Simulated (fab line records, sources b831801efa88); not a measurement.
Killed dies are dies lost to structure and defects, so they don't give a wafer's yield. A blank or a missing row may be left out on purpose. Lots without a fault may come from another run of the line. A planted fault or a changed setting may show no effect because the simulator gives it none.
Problem report in the 8D (eight disciplines) form, filled by code | flow sky130 | the parts of the form that need people (team, actions taken, sign-off) are left out

1. THE PROBLEM
LI_CONTACT_HDPCVD_THK at SKY_LI_CONTACT_THK_MEAS_01 reads a mean of 1249 nm on 2 wafers of 2 lots; wafers without a fault read 938 nm with a standard deviation of 10. That is +31 standard deviations from the usual mean.
First seen on wafer L179.4, day 31 16:43, on film_metro-02. The record holds 35 wafers of 12 lots with a number at this step. Rule for "out", or "out of limits": more than 4 standard deviations from the usual mean. The other wafers with a number count as sound.

2. WHAT IT IS AND WHAT IT IS NOT
question                    | is                    | is not
which readings at this step | LI_CONTACT_HDPCVD_THK | -
which lots                  | L179, L180            | L168, L169, L172, L185, L186, L187, L188, L189, L190, L191
which wafers of those lots  | L179.4, L180.6        | L179.2, L179.6, L180.2, L180.3
read on which gauges        | film_metro-02         | film_metro-03, film_metro-04
when                        | from day 31 16:43     | up to then (11 sound wafers); but 22 sound wafers of L180, L185, L186, L187, L188, L189, L190, L191 came after

3. SUSPECTS, AND WHAT RULES EACH OUT
Counting: a tool at a process step up to the reading stays a suspect if it ran every lot that is out. Sound lots after the first of them don't rule it out here, since some wafers of a struck lot are sound.
- the gauge at SKY_LI_CONTACT_THK_MEAS_01: ruled out. All the wafers that are out were read on film_metro-02, but those of them that SKY_LI_CONTACT_CMP_02 has rows for are out there too, on other tools.
- hdpcvd-01 at SKY_LI_CONTACT_HDPCVD_00 (deposits PSG, target thk 930 nm, time 155 s): kept. It ran every lot that is out, first L179 (day 31 16:36); its last sound lot up to then is L172 (day 29 09:38).
Left after counting: hdpcvd-01 at SKY_LI_CONTACT_HDPCVD_00.

4. THE CAUSE (what the simulator had put in)
Process parameter drift: hdpcvd-01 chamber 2, from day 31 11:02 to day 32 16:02, at SKY_LI_CONTACT_HDPCVD_00. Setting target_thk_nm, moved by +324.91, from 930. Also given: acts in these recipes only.
Counting left only this tool.

5. THE CHAIN OF EFFECTS, in route order
Each row: a reading whose mean over the struck wafers that have a number lies more than 3 standard deviations from the usual. Only readings for which the record gives a usual standard deviation are gone through. hours: the time from each lot's start at the first step in this table that gives one to its start at this step, as a median over the lots. sigmas: the change in usual standard deviations.
hours | step                       | reading               | usual  | on struck wafers | change | sigmas
0     | SKY_LI_CONTACT_THK_MEAS_01 | LI_CONTACT_HDPCVD_THK | 938 nm | 1249             | +311   | +31
1     | SKY_LI_CONTACT_CMP_02      | time_to_endpoint_s    | 31.7 s | 61.5             | +29.8  | +11
The process steps in it:
- SKY_LI_CONTACT_CMP_02: polishes PSG.
Later measuring or inspecting steps at which every struck wafer that the step has a row for has a number for every such reading, and none has moved that far: SKY_METAL1_OVL_MEAS_16.

6. WHAT WOULD HAVE CAUGHT IT SOONER
In this record the first reading out of limits at a measuring or inspecting step was taken at day 31 16:43, 6 hours after the fault began at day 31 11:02.
Of the lots that are out (2), L180 began SKY_LI_CONTACT_HDPCVD_00 on hdpcvd-01 after day 31 16:43. A hold on the tool at that time would have spared it.
